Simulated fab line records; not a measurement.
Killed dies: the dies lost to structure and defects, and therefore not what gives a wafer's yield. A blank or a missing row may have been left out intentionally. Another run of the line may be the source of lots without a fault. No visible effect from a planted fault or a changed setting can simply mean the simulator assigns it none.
A struck lot beside a sound one	flow sfq_line	14 out of 325 route steps
Sound: wafers L250.1, L250.4, L250.6. Struck: wafer L254.5 (L254.3, L254.6, from the same lot, were not struck and are left out); the cause is given at the end.
Order at every step that has rows: each side's tool, ch and its chambers, its first start. Under that, the readings that differ: sound wafers	struck wafers	difference of the means	sigmas: that difference in standard deviations of wafers without a fault.
alike: readings with means less than 2 such deviations apart, plus words and numbers identical on both sides. not compared: withheld readings, readings lacking a value on some wafer, bounds such as >300 that could conceal the same value, and numbers that have no deviation in the record and whose values overlap.
The two part at a step that has a row with sigmas, a row that says differs or no value, or rows on one side only. Numbers that don't overlap but have no deviation are shown without sigmas and don't part them. A reading missing from all wafers of one side parts the sides only when that side holds two or more wafers.

first, 2 steps without rows for these wafers: SFQ_TRILAYER_I0_VIA_STRIP_SOLV_CLEAN_036 (cleans in NMP, time 600 s); SFQ_TRILAYER_M1_DEP_PRE_CLEAN_038 (time 22.5 s).
SFQ_TRILAYER_M1_DEP_SPUTTER_037: material Nb, target thk 200 nm, time 133.3 s.
  sound on pvd_sputter-06 at day 17 14:28; struck on pvd_sputter-04 at day 18 04:52
  alike: throttle_valve_pct
SFQ_M1_RS_MEAS_909: measures by four-point-probe.
  sound on film_metro-03 at day 17 14:34; struck on film_metro-03 at day 18 04:59
  alike: M1_NB_RS
then, 6 steps without rows for these wafers: SFQ_TRILAYER_M1_LITHO_COAT_044 (resist thk 62 nm); SFQ_TRILAYER_M1_LITHO_COAT_039 (resist thk 600 nm); SFQ_TRILAYER_M1_LITHO_SOFTBAKE_043; SFQ_TRILAYER_M1_LITHO_EXPOSE_040 (exposes mask M1, target cd 500 nm); SFQ_TRILAYER_M1_LITHO_PEB_042 (peb time 60 s); SFQ_TRILAYER_M1_LITHO_DEVELOP_041 (time 60 s).
SFQ_M1_OVL_MEAS_911:
  sound on overlay-02 at day 17 17:07; struck on overlay-01 at day 18 07:52
  alike: M1_OVL
SFQ_TRILAYER_M1_BARC_OPEN_METAL_ETCH_054: etches BARC in O2, target depth 125 nm, time 41.7 s.
  sound on rie_metal-01 ch 1, day 17 17:09; struck on rie_metal-01 ch 0, day 18 07:54
reading	sound	struck	difference	sigmas
model.KrF_of_TRILAYER_M1_LITHO_COAT_039.thk_nm (nm)	522 522.5 523.6	544.5	+21.8	
  alike: drypump_motor_current_A, oes_product_au
  not compared: rf_hours_counter_h
SFQ_TRILAYER_M1_ETCH_METAL_ETCH_042: etches Nb in Cl2/Ar, stops on SiO2, target depth 240 nm, time 120 s.
  sound on rie_metal-01 ch 1, day 17 17:13; struck on rie_metal-01 ch 0, day 18 07:59
reading	sound	struck	difference	sigmas
model.KrF_of_TRILAYER_M1_LITHO_COAT_039.thk_nm (nm)	380.3 381.6 381.6	403.3	+22.1	
  alike: drypump_motor_current_A, oes_product_au
  not compared: rf_hours_counter_h
SFQ_TRILAYER_M1_STRIP_STRIP_043: strips in O2.
  sound on rie_metal-01 ch 1, day 17 17:20; struck on rie_metal-01 ch 0, day 18 08:16
  alike: drypump_motor_current_A, oes_product_au
  not compared: rf_hours_counter_h

WHERE THEY PART
Nowhere in this record.

WHY: whatever the simulator had introduced
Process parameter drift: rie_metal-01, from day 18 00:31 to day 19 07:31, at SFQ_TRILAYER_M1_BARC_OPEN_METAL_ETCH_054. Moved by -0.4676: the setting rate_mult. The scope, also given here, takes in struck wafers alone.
